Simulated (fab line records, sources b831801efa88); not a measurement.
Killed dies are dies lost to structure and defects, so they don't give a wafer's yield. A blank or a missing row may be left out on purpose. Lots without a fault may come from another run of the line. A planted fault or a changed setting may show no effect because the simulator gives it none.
Chamber matching | flow gf180mcu | GF_V3_CMP_26 on cmp-02: 4 sister chambers
The step polishes, stops on SiO2, t overpolish 15 s, target thk 0 nm. 14 wafers are shown with their chamber, then 7 later ones without.

WAFERS WITH THEIR CHAMBER
wafer  | chamber | motor_current_A (A) | overpolish_run_s (s) | time_to_endpoint_s (s)
L278.2 | 1       | 12.4                | 14.996               | 87
L278.4 | 2       | 10.7                | 14.992               | 92
L278.5 | 3       | 10.7                | 15.002               | 87
L280.1 | 1       | 12.1                | 15.000               | 86
L280.3 | 3       | 10.6                | 15.002               | 83
L280.5 | 1       | 12.4                | 15.020               | 85
L281.2 | 3       | 11.3                | 15.004               | 85
L281.3 | 1       | 12.7                | 15.011               | 88
L281.6 | 2       | 10.4                | 15.000               | 85
L283.2 | 0       | 8.9                 | 14.994               | 90
L283.4 | 2       | 10.1                | 14.996               | 94
L283.5 | 0       | 9.2                 | 14.991               | 92
L285.2 | 1       | 11.9                | 15.004               | 91
L285.5 | 2       | 10.2                | 15.001               | 93

SIGNATURES (means of the wafers above)
reading            | chamber 0 | chamber 1 | chamber 2 | chamber 3 | scatter within a chamber
motor_current_A    | 9.050     | 12.300    | 10.350    | 10.867    | 0.304
overpolish_run_s   | 14.99250  | 15.00620  | 14.99725  | 15.00267  | 0.00647
time_to_endpoint_s | 91.00     | 87.40     | 91.00     | 85.00     | 2.85
Rule: a wafer's distance from a chamber is the root of the sum, over the readings, of the square of ((its reading less the chamber's mean) divided by the reading's scatter). The wafer belongs to the nearest chamber; if the next one is less than 2 further off, it can't be placed. The scatter: the root of (the sum of the squares of (reading less its chamber's mean) over the shown wafers, divided by (wafers less chambers)).

WAFERS WITHOUT THEIR CHAMBER
wafer  | motor_current_A (A) | overpolish_run_s (s) | time_to_endpoint_s (s)
L285.6 | 10.6                | 15.003               | 86
L287.2 | 9.6                 | 14.995               | 89
L287.5 | 10.6                | 14.989               | 87
L287.6 | 9.8                 | 14.991               | 83
L297.2 | 10.7                | 15.015               | 84
L297.4 | 10.3                | 14.991               | 89
L297.5 | 12.7                | 14.996               | 88

WHICH CHAMBER EACH WENT THROUGH
wafer  | from the rows above          | in truth
L285.6 | can't be placed: 3 or 2      | 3
L287.2 | can't be placed: 0 or 2      | 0
L287.5 | can't be placed: 2 or 3      | 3
L287.6 | can't be placed: 2 or 0 or 3 | 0
L297.2 | can't be placed: 3 or 2      | 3
L297.4 | can't be placed: 2 or 3      | 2
L297.5 | 1                            | 1
Placed correctly: 1 of 7. Can't be placed from these rows: 6 (the true chamber is among the candidates in 6). Placed wrongly: 0.
